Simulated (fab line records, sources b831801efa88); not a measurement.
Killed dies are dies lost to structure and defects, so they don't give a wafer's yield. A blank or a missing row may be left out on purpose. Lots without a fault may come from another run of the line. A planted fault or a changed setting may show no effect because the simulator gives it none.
fab line records | flow sky130
record lots=6 wafers=18 last_day=49
route steps=708 shown VIA3@587 METAL4@598 PAD_OPEN@708
lots that met no fault: from a run of the same line without faults
start_h: hours from the record's first day to the start of the lot's first wafer shown | wait_h: hours since the lot's step before | " the same as in the row above | L1.1+2: a row that stands for several wafers | - no value, or no start given | * or withheld: withheld | < > ~ a bound
route shown NAME@n: a module of which the file shows steps, and the number in the route of the first | usual: mean/standard deviation of fault-free wafers | same: alike in all rows | chamber/n: place in a boat | sites: the reading at each site | _std_site: their standard deviation | _edge_site: outer sites' mean less inner sites' | radius_mm: how far each site lies from the wafer's centre | mask NAME#n: copy n | behind: the tool/chamber that last shaped the wafer | hold: why the lot was held/for how many hours/how that ended | device: the transistor (n, p or np) that didn't switch | end of line: the same wafers' tests at the end of the route | a step without rows: its recipe alone | killed: dies lost to structure and defects at the first sort, not the wafer's yield | map: a wafer's dies, x killed, . not, _ none there
set.NAME: the setting as run; set.NAME@STEP: as run at that earlier step | model.NAME: the simulator's own value behind a step, which no gauge read
lots at some steps of the route; a table a step, a row a wafer
services: from which hour (start_h, from the record's first day; less than 0 if before it) a tool's chamber was out of use, for how many hours, and why
## steps
# step SKY_VIA3_ETCH_14
# recipe chemistry=N2/H2 target=BARC ion_energy_ev=200 source_w=500 bias_w=100 pressure_mtorr=30 n2_flow_sccm=100 h2_flow_sccm=200 stop_on=SiO2 time_s=45.9 target_depth_a=600
# step SKY_VIA3_ETCH_15
# recipe target=SiO2 chemistry=C4F8/O2/Ar target_depth_nm=507 stop_on=TiN mask_material=KrF-thick source_w=1500 bias_w=1200 pressure_mtorr=40 c4f8_flow_sccm=withheld O2_flow_sccm=6 Ar_flow_sccm=300 time_s=78
# usual oes_product_au=0.945/0.0053
# columns lot.wafer tool chamber start_h wait_h oes_product_au rf_hours_counter_h
L405.3 rie_diel-01 3 962.24 0.0 0.948 9
L405.5 " 3 " " 0.942 -
L405.6 " 2 " " 0.945 -
L415.2 rie_diel-01 3 1027.47 0.0 0.946 12
L415.4 " 1 " " 0.949 16
L415.6 " 2 " " 0.949 -
L408.1 rie_diel-02 1 1027.54 0.0 0.948 23
L408.2 " 0 " " 0.942 11
L408.3 " 3 " " 0.950 17
L411.1 rie_diel-02 2 1029.99 0.0 0.941 19
L411.4 " 3 " " 0.949 17
L411.6 " 0 " " 0.959 -
L418.1 rie_diel-04 2 1036.35 0.0 0.954 28
L418.4 " 1 " " 0.953 18
L418.6 " 0 " " 0.945 -
L421.1 rie_diel-01 0 1056.85 0.0 0.945 19
L421.5 " 0 " " 0.940 -
L421.6 " 1 " " 0.941 -
# step SKY_VIA3_STRIP_16
# recipe chemistry=O2/N2 power_w=1400 pressure_mtorr=1500 platen_temp_c=withheld o2_flow_sccm=3000 n2_flow_sccm=300 overash_fraction=0.5
# usual drypump_motor_current_A=5.6/0.47 oes_product_au=0.401/0.0046 strip_time_to_endpoint_s=4.127/0.03
# columns lot.wafer tool chamber start_h wait_h drypump_motor_current_A oes_product_au rf_hours_counter_h strip_time_to_endpoint_s
L405.3 plasma_asher-01 1 962.34 0.1 6.0 0.403 - 4.092
L405.5 " 1 " " 6.0 0.405 - 4.122
L405.6 " 0 " " 5.6 0.398 - 4.106
L415.2 plasma_asher-01 0 1027.53 0.0 5.6 0.403 58 4.125
L415.4 " 0 " " 5.6 0.402 - 4.122
L415.6 " 1 " " 6.0 0.398 - 4.077
L408.1 plasma_asher-04 0 1027.60 0.0 6.2 0.400 126 4.170
L408.2 " 1 " " 5.5 0.409 126 4.144
L408.3 " 0 " " 6.2 0.400 - 4.080
L411.1 plasma_asher-01 0 1030.05 0.0 5.6 0.404 59 4.197
L411.4 " 0 " " 5.7 0.407 - 4.092
L411.6 " 1 " " 6.1 0.404 - 4.128
L418.1 plasma_asher-01 1 1036.41 0.0 6.1 0.403 59 4.131
L418.4 " 0 " " 5.6 0.398 - 4.124
L418.6 " 1 " " 6.0 0.401 - 4.106
L421.1 plasma_asher-01 1 1056.91 0.0 6.0 0.400 62 4.116
L421.5 " 1 " " 6.0 0.408 - 4.103
L421.6 " 0 " " 5.6 0.398 - 4.123
# step SKY_VIA3_STRIP_17
# recipe chemistry=post_etch_residue_remover time_s=1200 temp_c=72.5
# step SKY_VIA3_CLEAN_18
# recipe chemistry=IPA time_s=180 temp_c=25
# step SKY_VIA3_CLEAN_19
# recipe chemistry=O3/DIW dry=n2_spin
# step SKY_VIA3_SPUTTER_20
# recipe material=TiN target_thk_nm=20 chamber_pressure_pa=5 power_w=4000 time_s=80
# usual throttle_valve_pct=29.7/1.1
# columns lot.wafer tool chamber start_h wait_h throttle_valve_pct
L405.3 pvd_sputter-01 - 962.93 0.0 28.8
L405.5 " - " " 28.5
L405.6 " - " " 30.6
L415.2 pvd_sputter-01 - 1028.52 0.0 28.4
L415.4 " - " " 28.3
L415.6 " - " " 28.7
L408.1 pvd_sputter-03 - 1028.61 0.0 31.9
L408.2 " - " " 30.2
L408.3 " - " " 30.4
L411.1 pvd_sputter-04 - 1030.71 0.0 29.5
L411.4 " - " " 28.7
L411.6 " - " " 30.8
L418.1 pvd_sputter-01 - 1037.00 0.0 28.7
L418.4 " - " " 28.4
L418.6 " - " " 28.8
L421.1 pvd_sputter-03 - 1057.50 0.0 30.4
L421.5 " - " " 30.1
L421.6 " - " " 31.8
# step SKY_VIA3_CVD_21
# recipe material=W target_thk_nm=390 time_s=117.31 temp_c=400 pressure_torr=40
# step SKY_VIA3_RS_MEAS_22
# recipe thk_meas_gauge=four-point-probe reads=W_of_VIA3_CVD_21+TiN_of_VIA3_SPUTTER_20
# usual VIA3_W_RS=0.2916/0.0029
# columns lot.wafer tool chamber start_h wait_h VIA3_W_RS[ohm/sq]
L405.3 film_metro-03 - 963.16 0.1 0.2933
L405.5 " - " " 0.2900
L405.6 " - " " 0.2953
L415.2 film_metro-02 - 1028.73 0.1 0.2917
L415.4 " - " " 0.2928
L415.6 " - " " 0.2976
L408.1 film_metro-04 - 1028.92 0.2 0.2889
L408.2 " - " " 0.2942
L408.3 " - " " 0.2949
L411.1 film_metro-04 - 1031.05 0.2 0.2876
L411.4 " - " " 0.2893
L411.6 " - " " 0.2896
L418.1 film_metro-04 - 1037.19 0.1 0.2932
L418.4 " - " " 0.2915
L418.6 " - " " 0.2908
L421.1 film_metro-03 - 1057.69 0.1 0.2874
L421.5 " - " " 0.2925
L421.6 " - " " 0.2897
# step SKY_VIA3_THK_MEAS_23
# recipe thk_meas_gauge=xrf reads=W_of_VIA3_CVD_21
# usual VIA3_W_THK=378/4.4
# columns lot.wafer tool chamber start_h wait_h VIA3_W_THK[nm]
L405.3 film_metro-03 - 963.26 0.1 372
L405.5 " - " " 377
L405.6 " - " " 371
L415.2 film_metro-02 - 1028.84 0.1 373
L415.4 " - " " 371
L415.6 " - " " 368
L408.1 film_metro-04 - 1029.04 0.1 384
L408.2 " - " " 376
L408.3 " - " " 377
L411.1 film_metro-04 - 1031.17 0.1 385
L411.4 " - " " 383
L411.6 " - " " 382
L418.1 film_metro-04 - 1037.31 0.1 376
L418.4 " - " " 379
L418.6 " - " " 380
L421.1 film_metro-03 - 1057.81 0.1 380
L421.5 " - " " 371
L421.6 " - " " 379
# step SKY_VIA3_CMP_24
# recipe stop_on=SiO2 t_overpolish_s=20 down_force_psi=3.5 platen_rpm=60 target_thk_nm=0 pad_velocity_m_s=0.94248
# step SKY_METAL4_SPUTTER_00
# recipe material=Ti target_thk_nm=15 power_w=2927 time_s=10 chamber_pressure_pa=0.4
# usual throttle_valve_pct=29.8/0.84
# columns lot.wafer tool chamber start_h wait_h throttle_valve_pct
L405.3 pvd_sputter-02 - 963.60 0.1 28.9
L405.5 " - " " 29.4
L405.6 " - " " 28.7
L415.2 pvd_sputter-03 - 1029.19 0.2 31.7
L415.4 " - " " 30.0
L415.6 " - " " 30.3
L408.1 pvd_sputter-02 - 1029.40 0.1 29.8
L408.2 " - " " 29.5
L408.3 " - " " 28.8
L411.1 pvd_sputter-02 - 1031.62 0.2 29.6
L411.4 " - " " 29.8
L411.6 " - " " 29.9
L418.1 pvd_sputter-04 - 1037.67 0.2 29.3
L418.4 " - " " 28.6
L418.6 " - " " 30.8
L421.1 pvd_sputter-03 - 1058.17 0.2 32.1
L421.5 " - " " 30.5
L421.6 " - " " 30.2
# step SKY_METAL4_SPUTTER_01
# recipe material=TiN target_thk_nm=20 power_w=6500 time_s=16.7 chamber_pressure_pa=0.4
# usual throttle_valve_pct=29.8/0.84
# columns lot.wafer tool chamber start_h wait_h throttle_valve_pct model.TiN_of_METAL4_SPUTTER_01.thk_nm
L405.3 pvd_sputter-02 - 963.62 0.0 28.8 19.91
L405.5 " - " " 29.3 20.37
L405.6 " - " " 28.7 20.01
L415.2 pvd_sputter-03 - 1029.21 0.0 31.9 20.13
L415.4 " - " " 30.0 20.34
L415.6 " - " " 30.4 20.24
L408.1 pvd_sputter-02 - 1029.42 0.0 29.6 12.89
L408.2 " - " " 29.8 13.36
L408.3 " - " " 28.7 19.77
L411.1 pvd_sputter-02 - 1031.65 0.0 29.9 12.8
L411.4 " - " " 29.7 20.06
L411.6 " - " " 29.9 12.89
L418.1 pvd_sputter-04 - 1037.69 0.0 29.4 19.58
L418.4 " - " " 28.7 19.88
L418.6 " - " " 30.6 19.6
L421.1 pvd_sputter-03 - 1058.19 0.0 32.1 19.77
L421.5 " - " " 30.4 19.92
L421.6 " - " " 30.4 19.96
# step SKY_METAL4_SPUTTER_02
# recipe material=AlCu target_thk_nm=735 power_w=10600 time_s=39.1 chamber_pressure_pa=0.4
# usual throttle_valve_pct=29.8/0.81
# columns lot.wafer tool chamber start_h wait_h throttle_valve_pct
L405.3 pvd_sputter-02 - 963.64 0.0 28.9
L405.5 " - " " 29.2
L405.6 " - " " 28.9
L415.2 pvd_sputter-03 - 1029.24 0.0 32.1
L415.4 " - " " 30.2
L415.6 " - " " 30.0
L408.1 pvd_sputter-02 - 1029.45 0.0 30.0
L408.2 " - " " 29.7
L408.3 " - " " 29.2
L411.1 pvd_sputter-02 - 1031.67 0.0 29.9
L411.4 " - " " 29.7
L411.6 " - " " 29.9
L418.1 pvd_sputter-04 - 1037.72 0.0 29.2
L418.4 " - " " 28.6
L418.6 " - " " 30.6
L421.1 pvd_sputter-03 - 1058.22 0.0 31.8
L421.5 " - " " 30.2
L421.6 " - " " 30.3
# step SKY_PAD_OPEN_PROBE_99
# usual defect_limited_yield=82.7/2 killed_at_M0_to_M3=42/7.4 killed_at_M4_up=3.5/1.9 killed_at_contacts=24/5.2 killed_at_front_end=15/4.5 killed_at_other=0.2/0.53 killed_dies=85/9.8 killed_open=46/7.6 killed_short=39/6.5 sort_bin_3_pad_short=0.9/0.4 sort_bin_5_function=10.3/1.5 sort_bin_6_memory=6.1/1.1 sort_n_pass=407/9.8 sort_yield_pct=82.7/2
# same gross_dies=492 killed_at_back_side=0 sort_bin_4_leakage[%]=0 sort_bin_8_speed[%]=0
# columns lot.wafer tool chamber start_h wait_h defect_limited_yield[%] killed_at_M0_to_M3 killed_at_M4_up killed_at_contacts killed_at_front_end killed_at_other killed_dies killed_open killed_short sort_bin_3_pad_short[%] sort_bin_5_function[%] sort_bin_6_memory[%] sort_n_pass sort_yield_pct[%]
L408.1 prober-01 - 1161.57 0.1 83.3 36 2 23 21 0 82 50 32 0.8 10.2 5.7 410 83.3
L408.2 prober-01 - 1161.62 0.1 83.7 35 6 23 15 1 80 44 36 1.2 9.6 5.5 412 83.7
L408.3 prober-01 - 1161.67 0.2 84.6 43 5 21 7 0 76 38 38 0.4 9.8 5.3 416 84.6
L421.6 prober-01 - 1186.95 0.2 83.3 37 3 23 19 0 82 31 51 1.4 10.2 5.1 410 83.3
# killed by level:class
L408.1 CONTACT:geometric_particle:open=10 VIA1:geometric_particle:open=9 FIELD_ISO:geometric_particle:open=6 VIA2:geometric_particle:short=6 POLY_GATE:geometric_particle:open=5 METAL1:geometric_particle:short=5 VIA3:geometric_particle:open=5 CONTACT:geometric_particle:short=4
L408.2 VIA1:geometric_particle:open=8 LI_CONTACT:geometric_particle:open=7 CONTACT:geometric_particle:open=7 VIA1:geometric_particle:short=6 POLY_GATE:geometric_particle:open=5 METAL4:geometric_particle:short=5 LOCAL_INTERCONNECT:geometric_particle:short=4 VIA2:geometric_particle:open=4
L408.3 CONTACT:geometric_particle:open=11 METAL1:geometric_particle:short=7 VIA1:geometric_particle:open=7 VIA1:geometric_particle:short=6 VIA2:geometric_particle:open=6 LOCAL_INTERCONNECT:geometric_particle:short=5 VIA3:geometric_particle:open=5 METAL4:geometric_particle:short=5
L421.6 LI_CONTACT:geometric_particle:open=9 VIA1:geometric_particle:short=7 FIELD_ISO:geometric_particle:short=6 POLY_GATE:geometric_particle:short=6 LOCAL_INTERCONNECT:geometric_particle:short=6 METAL1:geometric_particle:short=6 VIA3:geometric_particle:open=5 CONTACT:geometric_particle:short=4
## services
# columns tool chamber start_h hours kind
pvd_sputter-04 - 950.12 4.0 repair
pvd_sputter-01 0 974.16 - consumable_replace:kit
pvd_sputter-01 0 974.16 18.0 scheduled_down
pvd_sputter-01 0 974.16 18.0 vent_cycle
pvd_sputter-04 - 974.44 1.5 repair
pvd_sputter-02 - 990.80 6.4 repair
pvd_sputter-04 - 993.63 3.3 repair
plasma_asher-04 - 1016.43 2.8 pm
rie_diel-04 0 1028.87 3.4 repair
pvd_sputter-04 3 1030.52 - consumable_replace:kit
pvd_sputter-04 3 1030.52 18.0 scheduled_down
pvd_sputter-04 3 1030.52 18.0 vent_cycle
pvd_sputter-02 3 1031.78 - consumable_replace:kit
pvd_sputter-02 3 1031.78 18.0 scheduled_down
pvd_sputter-02 3 1031.78 18.0 vent_cycle
pvd_sputter-03 - 1048.88 2.7 repair
plasma_asher-04 - 1055.25 9.0 pm
plasma_asher-04 0 1055.25 9.0 vent_cycle
plasma_asher-04 1 1055.25 9.0 vent_cycle
## key
first_sign none at tools or gauges
model_effect step=SKY_METAL4_SPUTTER_01 value=TiN_of_METAL4_SPUTTER_01.thk_nm without=19.78 struck=12.99
met_at SKY_METAL4_SPUTTER_01
struck_wafers L408.1,L408.2,L411.1,L411.6
onset_between 963.62 1029.42
fault kind=process_parameter_drift tool=pvd_sputter-02 chamber=- onset_h=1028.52 steps=SKY_METAL4_SPUTTER_01 channel=target_thk_nm offset=-6.7892 shape=step end_h=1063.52 scope=struck_wafers_only acts_in=these_recipes_only stated=20
